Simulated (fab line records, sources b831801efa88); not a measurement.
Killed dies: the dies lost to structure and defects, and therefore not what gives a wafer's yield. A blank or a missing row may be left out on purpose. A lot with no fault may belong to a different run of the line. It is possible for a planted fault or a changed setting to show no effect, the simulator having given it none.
Matching of chambers :: flow gf180mcu :: 4 sister chambers for GF_CONTACT_CMP_04 on cmp-02
The step polishes SiO2. 4 wafers are shown with their chamber, then 7 later ones without.

== WAFERS, EACH WITH ITS CHAMBER ==
wafer: L519.2
chamber: 1
motor_current_A (A): 11.7

wafer: L520.1
chamber: 0
motor_current_A (A): 12.3

wafer: L521.1
chamber: 3
motor_current_A (A): 13.0

wafer: L521.4
chamber: 2
motor_current_A (A): 11.3

== WAFERS WITH NO CHAMBER GIVEN ==
wafer: L521.5
motor_current_A (A): 10.1

wafer: L523.2
motor_current_A (A): 11.5

wafer: L523.5
motor_current_A (A): 12.0

wafer: L523.6
motor_current_A (A): 12.3

wafer: L524.1
motor_current_A (A): 10.8

wafer: L524.2
motor_current_A (A): 12.9

wafer: L524.5
motor_current_A (A): 14.0

== CHAMBER TAKEN BY EACH ==
wafer: L521.5
from the rows above: can't be placed: 2 or 1 or 0
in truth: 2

wafer: L523.2
from the rows above: can't be placed: 1 or 2 or 0
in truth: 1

wafer: L523.5
from the rows above: can't be placed: 0 or 1 or 2 or 3
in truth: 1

wafer: L523.6
from the rows above: can't be placed: 0 or 1 or 3 or 2
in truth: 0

wafer: L524.1
from the rows above: can't be placed: 2 or 1 or 0
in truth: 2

wafer: L524.2
from the rows above: can't be placed: 3 or 0 or 1
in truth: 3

wafer: L524.5
from the rows above: can't be placed: 3 or 0
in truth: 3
Correctly placed: 0 of 7. From these rows, 7 cannot be placed; in 7 the true chamber is one of the candidates. Wrongly placed: 0.
How it was worked out, from the rows above alone: a wafer's distance from a chamber is the root of the sum, over the readings, of the square of ((its reading less the chamber's mean) divided by the reading's scatter). If the next closest chamber is less than 2 further off than the closest, the wafer can't be placed; otherwise it belongs to the closest. For every chamber, the mean is computed from those of its wafers that are shown. The scatter: with one shown wafer a chamber, the root of the mean of the squares of how far each hidden wafer lies from its nearest shown one.
